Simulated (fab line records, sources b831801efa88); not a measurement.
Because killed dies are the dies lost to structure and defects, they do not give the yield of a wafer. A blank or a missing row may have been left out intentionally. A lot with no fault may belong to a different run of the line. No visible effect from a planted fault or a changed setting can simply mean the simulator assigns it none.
fab line records -- flow gf180mcu
[record] lots = 6, wafers = 18, last_day = 33
route steps=602 shown LVPWELL@63 MVSD@66 MVPSD@78 VT_IMPLANT@90
lots untouched by any fault: they come from a run of this same line in which no faults occurred
start_h: the number of hours between the record's first day and the start of the first shown wafer of the lot -- wait_h: hours elapsed since this lot's preceding step -- " unchanged from the row above -- L1.1+2: a row that stands for several wafers -- - either no value or no given start -- * or withheld: withheld -- < > ~ a bound
route shown NAME@n: names a module that has steps shown in the file, with the first one's number in the route -- usual: mean/standard deviation of fault-free wafers -- same: alike in all rows -- chamber/n: place in a boat -- sites: the reading at each site -- _std_site: standard deviation of those values -- _edge_site: outer sites' mean less inner sites' -- radius_mm: how far each site lies from the wafer's centre -- mask NAME#n: copy n -- behind: the tool/chamber that last shaped the wafer -- hold: why the lot went on hold/how many hours it stayed there/how the hold came to an end -- device: which transistor (n, p or np) failed to switch -- end of line: tests run on the same wafers once the route is complete -- where a step has no rows: the recipe by itself -- killed: at the first sort, the dies lost to defects and structure; wafer yield is something else -- map: a wafer's dies, marking killed ones x, the rest . and places with no die _
set.NAME: the setting the step ran with; set.NAME@STEP: the setting that earlier step ran with -- model.NAME: the simulator's own value behind a step, which no gauge read
lots seen at some steps along the route; tables by step, rows by wafer
services: a tool's chamber out of use, with start hour (start_h, from the record's first day; less than 0 if before it), hours out, and reason
[[steps]]
[step GF_LVPWELL_IMPLANT_09]
[recipe] species = B, energy_kev = 58.85, dose_cm2 = 5e+12, tilt_deg = 0
[step GF_LVPWELL_STRIP_10]
[recipe] chemistry = O2/N2, power_w = 1400, pressure_mtorr = 1500, platen_temp_c = 250, o2_flow_sccm = 3000, n2_flow_sccm = 300, overash_fraction = 0.5
[usual] drypump_motor_current_A = 5.7/0.47, heater_power_w = 334/28, oes_product_au = 0.722/0.0044, strip_time_to_endpoint_s = 36.92/0.12
lot.wafer,tool,chamber,start_h,wait_h,drypump_motor_current_A,heater_power_w,oes_product_au,rf_hours_counter_h,strip_time_to_endpoint_s
L406.3,plasma_asher-01,1,76.03,0.1,5.2,296,0.716,-,36.97
L406.5,plasma_asher-01,0,76.03,0.1,5.6,339,0.723,-,37.02
L406.6,plasma_asher-01,1,76.03,0.1,5.2,302,0.725,-,37.08
L409.2,plasma_asher-02,1,92.71,0.1,6.7,300,0.724,46,36.89
L409.4,plasma_asher-02,1,92.71,0.1,6.7,306,0.726,-,36.95
L409.6,plasma_asher-02,1,92.71,0.1,6.7,314,0.723,-,36.93
L410.2,plasma_asher-01,1,95.61,0.1,5.2,303,0.724,43,36.98
L410.3,plasma_asher-01,0,95.61,0.1,5.6,345,0.728,-,37.00
L410.5,plasma_asher-01,0,95.61,0.1,5.6,341,0.723,-,36.98
L420.1,plasma_asher-02,1,154.05,0.1,6.7,304,0.720,52,36.95
L420.4,plasma_asher-02,1,154.05,0.1,6.6,303,0.730,-,36.77
L420.5,plasma_asher-02,1,154.05,0.1,6.7,317,0.725,-,36.96
L421.4,plasma_asher-02,0,159.14,0.1,5.8,345,0.719,-,36.70
L421.5,plasma_asher-02,1,159.14,0.1,6.7,309,0.730,-,36.81
L421.6,plasma_asher-02,0,159.14,0.1,5.8,351,0.717,-,36.70
L424.1,plasma_asher-03,0,176.46,0.1,5.3,321,0.729,6,36.95
L424.5,plasma_asher-03,1,176.46,0.1,5.7,381,0.716,-,36.96
L424.6,plasma_asher-03,0,176.46,0.1,5.2,313,0.723,-,36.93
[step GF_LVPWELL_TW_MEAS_11]
[usual] LVPWELL_TW = 564/3.9
lot.wafer,tool,chamber,start_h,wait_h,LVPWELL_TW
L406.3,film_metro-01,-,76.12,0.1,571
L406.5,film_metro-01,-,76.12,0.1,570
L406.6,film_metro-01,-,76.12,0.1,568
L409.2,film_metro-01,-,92.82,0.1,570
L409.4,film_metro-01,-,92.82,0.1,573
L409.6,film_metro-01,-,92.82,0.1,566
L410.2,film_metro-02,-,95.72,0.1,558
L410.3,film_metro-02,-,95.72,0.1,559
L410.5,film_metro-02,-,95.72,0.1,560
L420.1,film_metro-02,-,154.15,0.1,558
L420.4,film_metro-02,-,154.15,0.1,558
L420.5,film_metro-02,-,154.15,0.1,559
L421.4,film_metro-03,-,159.24,0.1,567
L421.5,film_metro-03,-,159.24,0.1,564
L421.6,film_metro-03,-,159.24,0.1,566
L424.1,film_metro-01,-,176.56,0.1,563
L424.5,film_metro-01,-,176.56,0.1,561
L424.6,film_metro-01,-,176.56,0.1,561
[step GF_MVSD_DEHYDRATE_00]
[recipe] temp_c = 200, time_s = 60
[step GF_MVSD_HMDS_01]
[recipe] prime_time_s = 60, prime_temp_c = 120
[step GF_MVSD_COAT_02]
[recipe] spin_rpm = 2000, resist_thk_nm = 3000
[step GF_MVSD_SOFTBAKE_03]
[recipe] temp_c = 110, time_s = withheld
[step GF_MVSD_EXPOSE_04]
[recipe] mask_id = MVSD, target_cd_nm = 1000, na = 0.6, source_shape = conventional, sigma_outer = 0.6, dose_mj = 260
[step GF_MVSD_PEB_05]
[recipe] temp_c = 115, time_s = withheld
[step GF_MVSD_DEVELOP_06]
[recipe] wall_angle_deg = 90, develop_time_s = 60, dev_temp_c = 23
[step GF_MVSD_OVL_MEAS_07]
[usual] MVSD_OVL = -1.4/1.5
lot.wafer,tool,chamber,start_h,wait_h,MVSD_OVL[nm]
L406.3,overlay-02,-,88.53,-,-0.5
L406.5,overlay-02,-,88.53,-,-1.7
L406.6,overlay-02,-,88.53,-,-0.8
L409.2,overlay-02,-,106.82,-,-2.0
L409.4,overlay-02,-,106.82,-,0.3
L409.6,overlay-02,-,106.82,-,0.0
L410.2,overlay-02,-,109.52,-,-1.4
L410.3,overlay-02,-,109.52,-,-1.5
L410.5,overlay-02,-,109.52,-,-3.6
L420.1,overlay-01,-,170.42,-,-1.1
L420.4,overlay-01,-,170.42,-,-0.8
L420.5,overlay-01,-,170.42,-,0.4
L421.4,overlay-01,-,174.79,-,-3.6
L421.5,overlay-01,-,174.79,-,-4.1
L421.6,overlay-01,-,174.79,-,-4.7
L424.1,overlay-02,-,193.15,-,1.0
L424.5,overlay-02,-,193.15,-,-0.3
L424.6,overlay-02,-,193.15,-,0.6
[step GF_MVSD_IMPLANT_08]
[recipe] species = P, energy_kev = 400, dose_cm2 = 1.6e+13, tilt_deg = 0
[step GF_MVSD_IMPLANT_09]
[recipe] species = P, energy_kev = 100, dose_cm2 = 5e+12, tilt_deg = 0
[usual] beam_energy_keV = 100.01/0.033, beam_on_s = 10.01/0.22
lot.wafer,tool,chamber,start_h,wait_h,beam_energy_keV,beam_on_s
L406.3,implanter-02,0,88.76,0.1,99.96,10.13
L406.5,implanter-02,0,88.76,0.1,100.00,9.79
L406.6,implanter-02,0,88.76,0.1,100.01,10.36
L409.2,implanter-02,-,107.03,0.1,-,-
L409.4,implanter-02,-,107.03,0.1,-,-
L409.6,implanter-02,-,107.03,0.1,-,-
L410.2,implanter-03,-,109.73,0.1,-,-
L410.3,implanter-03,-,109.73,0.1,-,-
L410.5,implanter-03,-,109.73,0.1,-,-
L420.1,implanter-01,0,170.60,0.1,100.00,9.60
L420.4,implanter-01,0,170.60,0.1,100.00,10.05
L420.5,implanter-01,0,170.60,0.1,99.99,9.90
L421.4,implanter-02,0,175.03,0.1,100.01,9.82
L421.5,implanter-02,0,175.03,0.1,100.02,10.17
L421.6,implanter-02,0,175.03,0.1,100.00,10.36
L424.1,implanter-02,0,193.33,0.1,100.03,10.11
L424.5,implanter-02,0,193.33,0.1,100.02,10.09
L424.6,implanter-02,0,193.33,0.1,100.04,9.71
[step GF_MVSD_STRIP_10]
[recipe] chemistry = O2/N2, power_w = 1400, pressure_mtorr = 1500, platen_temp_c = 250, o2_flow_sccm = 3000, n2_flow_sccm = 300, overash_fraction = 0.5
[usual] drypump_motor_current_A = 5.5/0.31, heater_power_w = 336/31, oes_product_au = 0.722/0.0041, strip_time_to_endpoint_s = 36.89/0.12
lot.wafer,tool,chamber,start_h,wait_h,drypump_motor_current_A,heater_power_w,oes_product_au,rf_hours_counter_h,strip_time_to_endpoint_s
L406.3,plasma_asher-04,1,88.89,0.1,6.2,378,0.726,-,36.71
L406.5,plasma_asher-04,1,88.89,0.1,6.2,381,0.721,-,36.81
L406.6,plasma_asher-04,0,88.89,0.1,5.8,323,0.728,-,36.69
L409.2,plasma_asher-01,1,107.15,0.1,5.2,299,0.722,44,36.95
L409.4,plasma_asher-01,1,107.15,0.1,5.2,296,0.716,-,36.99
L409.6,plasma_asher-01,0,107.15,0.1,5.6,343,0.727,-,36.85
L410.2,plasma_asher-04,1,109.85,0.1,6.2,383,0.718,33,36.84
L410.3,plasma_asher-04,0,109.85,0.1,5.8,325,0.723,-,36.94
L410.5,plasma_asher-04,1,109.85,0.1,6.2,392,0.724,-,36.94
L420.1,plasma_asher-01,1,170.75,0.1,5.2,301,0.729,51,36.97
L420.4,plasma_asher-01,0,170.75,0.1,5.6,341,0.721,-,36.93
L420.5,plasma_asher-01,1,170.75,0.1,5.2,305,0.723,-,36.94
L421.4,plasma_asher-01,1,175.14,0.1,5.2,296,0.721,-,36.63
L421.5,plasma_asher-01,1,175.14,0.1,5.2,298,0.718,-,36.64
L421.6,plasma_asher-01,0,175.14,0.1,5.6,337,0.714,-,36.67
L424.1,plasma_asher-03,1,193.48,0.1,5.7,371,0.720,8,36.89
L424.5,plasma_asher-03,1,193.48,0.1,5.7,373,0.727,-,36.90
L424.6,plasma_asher-03,0,193.48,0.1,5.3,312,0.719,-,36.90
[step GF_MVSD_TW_MEAS_11]
[usual] MVSD_TW = 1593/9
lot.wafer,tool,chamber,start_h,wait_h,MVSD_TW
L406.3,film_metro-02,-,88.98,0.1,1581
L406.5,film_metro-02,-,88.98,0.1,1575
L406.6,film_metro-02,-,88.98,0.1,1584
L409.2,film_metro-03,-,107.26,0.1,1542
L409.4,film_metro-03,-,107.26,0.1,1543
L409.6,film_metro-03,-,107.26,0.1,1529
L410.2,film_metro-02,-,109.96,0.1,1530
L410.3,film_metro-02,-,109.96,0.1,1526
L410.5,film_metro-02,-,109.96,0.1,1523
L420.1,film_metro-03,-,170.85,0.1,1607
L420.4,film_metro-03,-,170.85,0.1,1600
L420.5,film_metro-03,-,170.85,0.1,1608
L421.4,film_metro-02,-,175.23,0.1,1592
L421.5,film_metro-02,-,175.23,0.1,1599
L421.6,film_metro-02,-,175.23,0.1,1590
L424.1,film_metro-03,-,193.58,0.1,1594
L424.5,film_metro-03,-,193.58,0.1,1595
L424.6,film_metro-03,-,193.58,0.1,1597
[step GF_MVPSD_DEHYDRATE_00]
[recipe] temp_c = 200, time_s = 60
[step GF_MVPSD_HMDS_01]
[recipe] prime_time_s = 60, prime_temp_c = 120
[step GF_MVPSD_COAT_02]
[recipe] spin_rpm = 2000, resist_thk_nm = 3000
[step GF_MVPSD_SOFTBAKE_03]
[recipe] temp_c = 110, time_s = withheld
[step GF_MVPSD_EXPOSE_04]
[recipe] mask_id = MVPSD, target_cd_nm = 1000, na = 0.6, source_shape = conventional, sigma_outer = 0.6, dose_mj = 260
[step GF_MVPSD_PEB_05]
[recipe] temp_c = 115, time_s = withheld
[step GF_MVPSD_DEVELOP_06]
[recipe] wall_angle_deg = 90, develop_time_s = 60, dev_temp_c = 23
[step GF_MVPSD_OVL_MEAS_07]
[usual] MVPSD_OVL = -0.6/1.3
lot.wafer,tool,chamber,start_h,wait_h,MVPSD_OVL[nm]
L406.3,overlay-01,-,103.08,-,-1.3
L406.5,overlay-01,-,103.08,-,0.3
L406.6,overlay-01,-,103.08,-,-1.4
L409.2,overlay-01,-,122.12,-,0.6
L409.4,overlay-01,-,122.12,-,-0.9
L409.6,overlay-01,-,122.12,-,-0.7
L410.2,overlay-01,-,124.17,-,0.9
L410.3,overlay-01,-,124.17,-,-0.2
L410.5,overlay-01,-,124.17,-,0.5
L420.1,overlay-01,-,187.17,-,-1.8
L420.4,overlay-01,-,187.17,-,-0.8
L420.5,overlay-01,-,187.17,-,0.2
L421.4,overlay-02,-,191.79,-,-1.4
L421.5,overlay-02,-,191.79,-,-1.6
L421.6,overlay-02,-,191.79,-,-2.2
L424.1,overlay-02,-,211.22,-,-4.3
L424.5,overlay-02,-,211.22,-,-2.0
L424.6,overlay-02,-,211.22,-,-0.2
[step GF_MVPSD_IMPLANT_08]
[recipe] species = B, energy_kev = 170, dose_cm2 = 1.477e+13, tilt_deg = 0
[step GF_MVPSD_IMPLANT_09]
[recipe] species = B, energy_kev = 40, dose_cm2 = 5e+12, tilt_deg = 0
[step GF_MVPSD_STRIP_10]
[recipe] chemistry = O2/N2, power_w = 1400, pressure_mtorr = 1500, platen_temp_c = 250, o2_flow_sccm = 3000, n2_flow_sccm = 300, overash_fraction = 0.5
[usual] drypump_motor_current_A = 6.1/0.4, heater_power_w = 341/28, oes_product_au = 0.722/0.0044, strip_time_to_endpoint_s = 36.92/0.11
lot.wafer,tool,chamber,start_h,wait_h,drypump_motor_current_A,heater_power_w,oes_product_au,rf_hours_counter_h,strip_time_to_endpoint_s
L406.3,plasma_asher-04,1,103.43,0.1,6.2,390,0.716,-,36.86
L406.5,plasma_asher-04,1,103.43,0.1,6.2,381,0.728,-,36.86
L406.6,plasma_asher-04,0,103.43,0.1,5.8,328,0.722,-,36.89
L409.2,plasma_asher-02,0,122.45,0.1,5.8,357,0.727,49,37.11
L409.4,plasma_asher-02,1,122.45,0.1,6.7,301,0.724,-,37.02
L409.6,plasma_asher-02,0,122.45,0.1,5.8,360,0.719,-,36.90
L410.2,plasma_asher-02,0,124.50,0.1,5.8,350,0.720,50,36.87
L410.3,plasma_asher-02,1,124.50,0.1,6.7,307,0.727,-,36.95
L410.5,plasma_asher-02,1,124.50,0.1,6.7,306,0.715,-,36.92
L420.1,plasma_asher-02,1,187.50,0.1,6.7,305,0.720,56,36.81
L420.4,plasma_asher-02,1,187.50,0.1,6.7,312,0.723,-,36.73
L420.5,plasma_asher-02,0,187.50,0.1,5.8,349,0.728,-,36.98
L421.4,plasma_asher-03,0,192.14,0.1,5.3,310,0.726,-,37.05
L421.5,plasma_asher-03,0,192.14,0.1,5.3,307,0.732,-,37.04
L421.6,plasma_asher-03,1,192.14,0.1,5.7,366,0.714,-,36.92
L424.1,plasma_asher-04,0,211.55,0.1,5.8,321,0.728,42,36.83
L424.5,plasma_asher-04,0,211.55,0.1,5.8,325,0.713,-,36.79
L424.6,plasma_asher-04,1,211.55,0.1,6.2,385,0.724,-,36.85
[step GF_MVPSD_TW_MEAS_11]
[usual] MVPSD_TW = 556.7/2.8
lot.wafer,tool,chamber,start_h,wait_h,MVPSD_TW
L406.3,film_metro-02,-,103.52,0.1,553.2
L406.5,film_metro-02,-,103.52,0.1,556.1
L406.6,film_metro-02,-,103.52,0.1,555.6
L409.2,film_metro-03,-,122.56,0.1,558.0
L409.4,film_metro-03,-,122.56,0.1,557.4
L409.6,film_metro-03,-,122.56,0.1,557.6
L410.2,film_metro-01,-,124.61,0.1,559.9
L410.3,film_metro-01,-,124.61,0.1,559.2
L410.5,film_metro-01,-,124.61,0.1,558.1
L420.1,film_metro-03,-,187.60,0.1,559.3
L420.4,film_metro-03,-,187.60,0.1,556.8
L420.5,film_metro-03,-,187.60,0.1,559.6
L421.4,film_metro-03,-,192.23,0.1,559.1
L421.5,film_metro-03,-,192.23,0.1,559.7
L421.6,film_metro-03,-,192.23,0.1,562.2
L424.1,film_metro-03,-,211.65,0.1,556.1
L424.5,film_metro-03,-,211.65,0.1,558.8
L424.6,film_metro-03,-,211.65,0.1,559.2
[step GF_VT_IMPLANT_DEHYDRATE_00]
[recipe] temp_c = 200, time_s = 60
[step GF_VT_IMPLANT_HMDS_01]
[recipe] prime_time_s = 60, prime_temp_c = 120
[step GF_VT_IMPLANT_COAT_02]
[recipe] resist = NOVOLAK, spin_rpm = 3000, resist_thk_nm = 1000
[step GF_VT_IMPLANT_SOFTBAKE_03]
[recipe] temp_c = 90, time_s = 60, resist = NOVOLAK
[step GF_VT_IMPLANT_EXPOSE_04]
[recipe] mask_id = LVPWELL_LV_AREA, target_cd_nm = 600, na = 0.6, source_shape = conventional, sigma_outer = 0.6, dose_mj = 140
[step GF_VT_IMPLANT_PEB_05]
[recipe] temp_c = withheld, time_s = *, resist = NOVOLAK
[step GF_VT_IMPLANT_DEVELOP_06]
[recipe] develop_time_s = 60, dev_temp_c = 23
[step GF_VT_IMPLANT_OVL_MEAS_07]
[usual] VT_IMPLANT_OVL = 0.7/1.3
lot.wafer,tool,chamber,start_h,wait_h,VT_IMPLANT_OVL[nm]
L406.3,overlay-02,-,117.73,0.1,2.1
L406.5,overlay-02,-,117.73,0.1,0.1
L406.6,overlay-02,-,117.73,0.1,1.7
L409.2,overlay-01,-,137.62,0.1,0.9
L409.4,overlay-01,-,137.62,0.1,1.2
L409.6,overlay-01,-,137.62,0.1,-1.2
L410.2,overlay-01,-,140.07,0.1,-0.9
L410.3,overlay-01,-,140.07,0.1,-1.1
L410.5,overlay-01,-,140.07,0.1,0.7
L420.1,overlay-02,-,204.97,0.1,0.8
L420.4,overlay-02,-,204.97,0.1,1.3
L420.5,overlay-02,-,204.97,0.1,0.7
L421.4,overlay-02,-,209.47,0.1,2.5
L421.5,overlay-02,-,209.47,0.1,1.5
L421.6,overlay-02,-,209.47,0.1,2.1
L424.1,overlay-01,-,229.16,0.1,1.8
L424.5,overlay-01,-,229.16,0.1,0.4
L424.6,overlay-01,-,229.16,0.1,1.1
[step GF_VT_IMPLANT_IMPLANT_08]
[recipe] species = BF2, energy_kev = 20, dose_cm2 = 8.29e+12, tilt_deg = 7
[step GF_VT_IMPLANT_STRIP_09]
[recipe] chemistry = O2/N2, power_w = 1400, pressure_mtorr = 1500, platen_temp_c = 250, o2_flow_sccm = 3000, n2_flow_sccm = 300, overash_fraction = 0.5
[usual] drypump_motor_current_A = 5.9/0.49, heater_power_w = 333/28, oes_product_au = 0.716/0.0049, strip_time_to_endpoint_s = 12.60/0.033
lot.wafer,tool,chamber,start_h,wait_h,drypump_motor_current_A,heater_power_w,oes_product_au,rf_hours_counter_h,strip_time_to_endpoint_s
L406.3,plasma_asher-01,0,117.94,0.1,5.6,338,0.714,-,12.60
L406.5,plasma_asher-01,0,117.94,0.1,5.6,333,0.711,-,12.58
L406.6,plasma_asher-01,1,117.94,0.1,5.2,303,0.717,-,12.58
L409.2,plasma_asher-01,1,137.80,0.1,5.1,299,0.715,48,12.65
L409.4,plasma_asher-01,1,137.80,0.1,5.2,302,0.718,-,12.66
L409.6,plasma_asher-01,1,137.80,0.1,5.2,296,0.719,-,12.66
L410.2,plasma_asher-01,1,140.25,0.1,5.2,307,0.714,48,12.59
L410.3,plasma_asher-01,0,140.25,0.1,5.6,343,0.713,-,12.60
L410.5,plasma_asher-01,1,140.25,0.1,5.2,300,0.722,-,12.58
L420.1,plasma_asher-02,0,205.15,0.1,5.8,359,0.714,58,12.57
L420.4,plasma_asher-02,1,205.15,0.1,6.7,300,0.720,-,12.60
L420.5,plasma_asher-02,1,205.15,0.1,6.7,306,0.710,-,12.59
L421.4,plasma_asher-02,0,209.67,0.1,5.8,354,0.711,-,12.59
L421.5,plasma_asher-02,0,209.67,0.1,5.8,354,0.717,-,12.61
L421.6,plasma_asher-02,1,209.67,0.1,6.7,310,0.724,-,12.63
L424.1,plasma_asher-04,0,229.35,0.1,5.8,327,0.718,45,12.57
L424.5,plasma_asher-04,1,229.35,0.1,6.2,382,0.719,-,12.56
L424.6,plasma_asher-04,0,229.35,0.1,5.8,320,0.721,-,12.58
[step GF_VT_IMPLANT_TW_MEAS_10]
[usual] VT_IMPLANT_TW = 567/3.5
lot.wafer,tool,chamber,start_h,wait_h,VT_IMPLANT_TW
L406.3,film_metro-03,-,118.02,0.1,570
L406.5,film_metro-03,-,118.02,0.1,570
L406.6,film_metro-03,-,118.02,0.1,570
L409.2,film_metro-04,-,137.91,0.1,563
L409.4,film_metro-04,-,137.91,0.1,563
L409.6,film_metro-04,-,137.91,0.1,567
L410.2,film_metro-04,-,140.36,0.1,560
L410.3,film_metro-04,-,140.36,0.1,563
L410.5,film_metro-04,-,140.36,0.1,565
L420.1,film_metro-04,-,205.25,0.1,564
L420.4,film_metro-04,-,205.25,0.1,564
L420.5,film_metro-04,-,205.25,0.1,565
L421.4,film_metro-01,-,209.76,0.1,565
L421.5,film_metro-01,-,209.76,0.1,564
L421.6,film_metro-01,-,209.76,0.1,561
L424.1,film_metro-01,-,229.45,0.1,569
L424.5,film_metro-01,-,229.45,0.1,564
L424.6,film_metro-01,-,229.45,0.1,563
[step GF_VT_IMPLANT_DEHYDRATE_11]
[recipe] temp_c = 200, time_s = 60
[step GF_VT_IMPLANT_HMDS_12]
[recipe] prime_time_s = 60, prime_temp_c = 120
[step GF_VT_IMPLANT_COAT_13]
[recipe] resist = NOVOLAK, spin_rpm = 3000, resist_thk_nm = 1000
[step GF_VT_IMPLANT_SOFTBAKE_14]
[recipe] temp_c = 90, time_s = 60, resist = NOVOLAK
[step GF_VT_IMPLANT_RS_MEAS_46]
[recipe] thk_meas_gauge = four-point-probe
[usual] MVSD_RS = 456.4/1.1
lot.wafer,tool,chamber,start_h,wait_h,MVSD_RS[ohm/sq]
L406.3,film_metro-02,-,164.80,0.1,455.2
L406.5,film_metro-02,-,164.80,0.1,455.1
L406.6,film_metro-02,-,164.80,0.1,455.9
L409.2,film_metro-02,-,187.33,0.1,-
L409.4,film_metro-02,-,187.33,0.1,-
L409.6,film_metro-02,-,187.33,0.1,-
L410.2,film_metro-01,-,189.58,0.1,-
L410.3,film_metro-01,-,189.58,0.1,-
L410.5,film_metro-01,-,189.58,0.1,-
L420.1,film_metro-02,-,259.71,0.1,457.6
L420.4,film_metro-02,-,259.71,0.1,456.1
L420.5,film_metro-02,-,259.71,0.1,455.5
L421.4,film_metro-02,-,263.13,0.1,457.6
L421.5,film_metro-02,-,263.13,0.1,456.8
L421.6,film_metro-02,-,263.13,0.1,456.6
L424.1,film_metro-01,-,284.67,0.1,457.3
L424.5,film_metro-01,-,284.67,0.1,457.0
L424.6,film_metro-01,-,284.67,0.1,455.6
[[services]]
tool,chamber,start_h,hours,kind
implanter-02,-,64.98,2.0,repair
implanter-03,-,65.00,0.8,repair
implanter-02,-,65.23,2.9,repair
plasma_asher-03,-,108.75,9.0,pm
plasma_asher-03,0,108.75,9.0,vent_cycle
plasma_asher-03,1,108.75,9.0,vent_cycle
plasma_asher-03,0,117.75,-,clean
plasma_asher-03,1,117.75,-,clean
plasma_asher-04,-,157.80,1.8,repair
implanter-01,-,188.22,8.9,pm
plasma_asher-04,-,191.20,8.5,repair
implanter-01,-,202.49,3.7,repair
implanter-01,-,210.92,2.4,repair
plasma_asher-03,-,216.84,28.1,pm
[[key]]
[first_sign] step = GF_MVSD_IMPLANT_09, reading = tool_record, direction = missing
[effect] step = GF_MVSD_TW_MEAS_11, reading = MVSD_TW, direction = down, sigmas = 6.7, usual = 1593, struck = 1532
[effect] step = GF_VT_IMPLANT_RS_MEAS_46, reading = MVSD_RS, direction = missing
met_at GF_MVSD_IMPLANT_09
struck_wafers L409.2,L409.4,L409.6,L410.2,L410.3,L410.5
later_rows_left_out L409.2,L409.4,L409.6,L410.2,L410.3,L410.5
sort_left_out L409.2,L409.4,L409.6,L410.2,L410.3,L410.5
tester_left_out L409,L410
onset_between 88.76 107.03
[fault] kind = skipped_step_whole, tool = implanter-02,implanter-03, chamber = -, onset_h = 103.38, steps = GF_MVSD_IMPLANT_09, scope = struck_lots_only
// tester_left_out: of these lots the tester's yield and bins aren't shown, on N5 and GAA mostly nor the transistor test; their killed dies are dies lost to structure and defects alone, not to doping, threshold or leakage, so they don't give the yield
// sort_left_out: the simulated sort isn't trusted on such a fault, so these wafers' sort isn't shown, and their yield isn't known
// later_rows_left_out: the simulator's readings of these wafers behind a module that went badly wrong aren't trusted and aren't shown, but for the sort
